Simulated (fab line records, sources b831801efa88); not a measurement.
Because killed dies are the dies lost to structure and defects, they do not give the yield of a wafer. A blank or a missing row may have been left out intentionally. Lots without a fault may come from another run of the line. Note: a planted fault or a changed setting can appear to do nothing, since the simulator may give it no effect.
Tool commonality check	flow sky130	12 lots, 36 wafers sampled

== WHY THIS WAS OPENED ==
At SKY_LDD_LDN_TW_MEAS_13 the reading LDD_LDN_TW is flagged on 3 of 12 lots. No-fault wafers: 1480, standard deviation 14.
Rule: a lot is flagged in two cases, either no wafer of it has a number, or all its wafers with numbers fall more than 4 standard deviations from that mean. As for the other lots, they are considered sound.

lot	measured	on	LDD_LDN_TW, wafer by wafer	flag
L875	day 22 20:37	film-metro-01	1516 1512 1517	
L877	day 23 17:19	film-metro-03	1485 1477 1481	
L878	day 24 23:02	film-metro-04	1460 1465 1460	
L880	day 25 07:16	film-metro-01	1506 1508 1508	
L881	day 25 13:34	film-metro-03	1593 1585 1588	FLAGGED
L882	day 25 17:31	film-metro-04	1472 1460 1466	
L883	day 26 08:53	film-metro-03	1579 1576 1572	FLAGGED
L886	day 27 06:12	film-metro-03	1479 1472 1467	
L891	day 28 19:31	film-metro-04	1588 1580 1583	FLAGGED
L892	day 28 21:58	film-metro-01	1506 1510 1504	
L894	day 29 15:25	film-metro-04	1468 1470 1477	
L896	day 30 19:47	film-metro-01	1506 1507 1505	
Average over the flagged lots: 1583; offset from the usual +103, equal to +7 standard deviations.

== WHICH TOOL EACH LOT WENT THROUGH ==
The record keeps 1 process step preceding the reading, out of 708 steps on the route. Each cell gives the tool, then ch followed by the chambers the sampled wafers passed through, then the start.
lot	flag	SKY_LDD_LDN_IMPLANT_11
L875		implanter-03 ch 0, day 22 20:22
L877		implanter-03 ch 0, day 23 17:04
L878		implanter-03 ch 0, day 24 22:47
L880		implanter-02 ch 0, day 25 07:01
L881	FLAGGED	implanter-03 ch 0, day 25 12:54
L882		implanter-01 ch 0, day 25 17:16
L883	FLAGGED	implanter-03 ch 0, day 26 08:19
L886		implanter-02 ch 0, day 27 05:57
L891	FLAGGED	implanter-03 ch 0, day 28 18:58
L892		implanter-01 ch 0, day 28 21:45
L894		implanter-02 ch 0, day 29 15:10
L896		implanter-01 ch 0, day 30 19:33
What these steps do:
- SKY_LDD_LDN_IMPLANT_11
- SKY_LDD_LDN_TW_MEAS_13

== FLAGGED OVER TOTAL, TOOL BY TOOL (the gauges that took the reading come last) ==
step	tool	lots run	flagged	share of the flagged lots	sound lots run after its first flagged lot
SKY_LDD_LDN_IMPLANT_11	implanter-01	3	0	none	-
SKY_LDD_LDN_IMPLANT_11	implanter-02	3	0	none	-
SKY_LDD_LDN_IMPLANT_11	implanter-03	6	3	all	0
SKY_LDD_LDN_TW_MEAS_13	film-metro-01	4	0	none	-
SKY_LDD_LDN_TW_MEAS_13	film-metro-03	4	2	some	1 (L886)
SKY_LDD_LDN_TW_MEAS_13	film-metro-04	4	1	some	1 (L894)

== WHAT THE TABLE ALLOWS ==
Rows of the table that ran each flagged lot: 1, that is implanter-03 at SKY_LDD_LDN_IMPLANT_11.
- implanter-03 at SKY_LDD_LDN_IMPLANT_11: 3 of its 6 lots flagged. A fault beginning between L878 (day 24 22:47), its last sound lot, and L881 (day 25 12:54), its first flagged one, fits the data.
Left over: one tool, implanter-03 at SKY_LDD_LDN_IMPLANT_11.

== WHAT HAD BEEN PUT IN BY THE SIMULATOR ==
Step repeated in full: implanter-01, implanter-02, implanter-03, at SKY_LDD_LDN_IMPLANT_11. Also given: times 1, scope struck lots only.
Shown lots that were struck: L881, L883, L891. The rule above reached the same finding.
